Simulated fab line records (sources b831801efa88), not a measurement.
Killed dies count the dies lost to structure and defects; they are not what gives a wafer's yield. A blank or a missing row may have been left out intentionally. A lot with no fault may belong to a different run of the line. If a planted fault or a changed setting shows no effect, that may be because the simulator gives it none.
2 desks, one fault	flow sky130	only its own numbers are on each desk; what lay behind them is given at the end

== AT THE METROLOGY DESK ==
What the gauges read for every lot (on any tool): the sampled wafers with a number, averaged. A lot is out of limits, marked OUT, if its mean lies more than 4 standard deviations from the usual mean; the brackets give that distance.
Columns: A = SD_P_TW at SKY_SD_P_TW_MEAS_11, usual 2830; B = SD_P_RS at SKY_SD_N_RS_MEAS_17, usual 147.1 ohm/sq
lot	first seen here	A	B
L901	day 25 03:51	2842	147.1
L902	day 25 21:37	2828	147.0
L909	day 29 07:24	2793	150.7 (+10) OUT
L910	day 29 11:32	2800	150.1 (+8.3) OUT
L911	day 29 20:21	2838	149.4 (+6.5) OUT
L916	day 31 12:01	2813	147.4
L919	day 31 20:29	2821	147.1
L920	day 31 23:13	2859	147.0
L922	day 32 12:30	2836	147.0
L921	day 32 13:49	2810	146.5
L924	day 33 01:02	2861	147.2
Finding of this desk: L909, L910, L911 out of limits, first seen on L909 at day 31 15:31 (SD_P_RS at SKY_SD_N_RS_MEAS_17). Within limits: L901, L902, L916, L919, L920, L922, L921, L924.

== AT THE TOOL OWNER'S DESK: implanter-02 ==
For each lot that ran on this tool, the mean over its sampled wafers that have a number, from the tool's own readings at SKY_SD_P_IMPLANT_09. A lot is out of limits, marked OUT, if its mean lies more than 4 standard deviations from the usual mean; the brackets give that distance.
Columns: A = beam energy keV at SKY_SD_P_IMPLANT_09, usual 19.999; B = dose ions cm2 at SKY_SD_P_IMPLANT_09, usual 2.9989e+15
lot	first seen here	A	B
L909	day 29 07:09	19.126 (-99 or more) OUT	2.9969e+15
L910	day 29 11:20	19.119 (-99 or more) OUT	2.9984e+15
L911	day 29 20:07	19.121 (-99 or more) OUT	3.0000e+15
L920	day 31 22:59	20.001	3.0004e+15
L921	day 32 13:36	19.997	2.9992e+15
L924	day 33 00:47	19.995	3.0009e+15
This desk's finding: out of limits on L909, L910, L911; first on L909, day 29 07:09 (beam energy keV at SKY_SD_P_IMPLANT_09). Within limits: L920, L921, L924.

== BROUGHT TOGETHER ==
On L909, L910, L911, at day 29 07:09, an alarm was possible from the tool owner's desk.
The metrology desk could have raised an alarm at day 31 15:31, on L909, L910, L911.
All the named lots went through SKY_SD_P_IMPLANT_09 on implanter-02.

== WHAT THE SIMULATOR HAD INSERTED ==
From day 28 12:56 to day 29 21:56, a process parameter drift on implanter-02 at SKY_SD_P_IMPLANT_09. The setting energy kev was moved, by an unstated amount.
Lots struck among those shown: L909, L910, L911.
Delay (hours) between the fault's onset and each desk's first out-of-limits reading: 18 at the tool owner's desk, 75 at the metrology desk.
